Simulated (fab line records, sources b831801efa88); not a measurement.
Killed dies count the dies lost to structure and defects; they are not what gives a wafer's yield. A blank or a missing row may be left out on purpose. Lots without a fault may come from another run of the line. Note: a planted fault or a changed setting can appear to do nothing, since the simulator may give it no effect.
One fault seen from 2 desks -- flow sky130 -- each desk has only its own numbers; what lay behind them comes last

METROLOGY DESK
What the gauges read, lot by lot, whatever tool the lot ran on: means of the sampled wafers that have a number. A lot is out of limits, marked OUT, if its mean lies more than 4 standard deviations from the usual mean; the brackets give that distance.
Columns: A = NWELL_TW at SKY_NWELL_TW_MEAS_15, usual 1821; B = NWELL_RS at SKY_NWELL_RS_MEAS_29, usual 625.1 ohm/sq; C = PWDE_RS at SKY_NWELL_RS_MEAS_31, usual 5272 ohm/sq
lot,first seen here,A,B,C
L843,day 4 17:17,1829,624.7,5285
L844,day 4 23:48,1830,624.7,5281
L845,day 5 01:04,1822,625.9,5268
L846,day 5 07:41,1825,624.9,5271
L847,day 5 14:55,1827,625.1,5259
L849,day 6 05:21,1818,624.0,5254
L850,day 6 07:52,1821,623.6,5266
L858,day 8 06:51,1989 (+20) OUT,535.9 (-64) OUT,5276
L860,day 8 20:29,1985 (+20) OUT,537.0 (-63) OUT,5285
L863,day 9 08:52,1820,626.3,5281
L865,day 9 23:10,1815,625.6,5247
Per this desk, out of limits: L858, L860; the first was L858, day 8 06:51 (NWELL_TW at SKY_NWELL_TW_MEAS_15). In limits: L843, L844, L845, L846, L847, L849, L850, L863, L865.

AT THE TOOL OWNER'S DESK: implanter-03
The tool's own readings at SKY_NWELL_IMPLANT_11, given as means over the sampled wafers that have a number, one for each lot that went through this tool. A lot is out of limits, marked OUT, if its mean lies more than 4 standard deviations from the usual mean; the brackets give that distance.
Columns: A = dose-ions-cm2 at SKY_NWELL_IMPLANT_11, usual 1.8998e+13; B = faraday-current-uA at SKY_NWELL_IMPLANT_11, usual 107.4
lot,first seen here,A,B
L843,day 4 16:44,1.8991e+13,108.6
L844,day 4 23:15,1.8975e+13,108.5
L845,day 5 00:31,1.8979e+13,106.0
L850,day 6 07:20,1.8995e+13,106.9
L858,day 8 06:18,2.5185e+13 (+99 or more) OUT,136.7 (+15) OUT
L860,day 8 16:19,2.5185e+13 (+99 or more) OUT,137.2 (+16) OUT
This desk's finding: out of limits on L858, L860; first on L858, day 8 06:18 (dose-ions-cm2 at SKY_NWELL_IMPLANT_11). In limits: L843, L844, L845, L850.

BROUGHT TOGETHER
At day 8 06:18, on L858, L860, the tool owner's desk was in a position to raise an alarm.
L858, L860 would have let the metrology desk raise an alarm at day 8 06:51.
The lots listed all ran SKY_NWELL_IMPLANT_11 on implanter-03.

WHAT WAS PUT IN BY THE SIMULATOR
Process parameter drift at SKY_NWELL_IMPLANT_11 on implanter-03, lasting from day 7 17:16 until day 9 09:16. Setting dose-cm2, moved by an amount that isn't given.
Shown lots that were struck: L858, L860.
Time in hours from fault onset to the first out-of-limits reading at each desk: tool owner's desk 13, metrology desk 14.
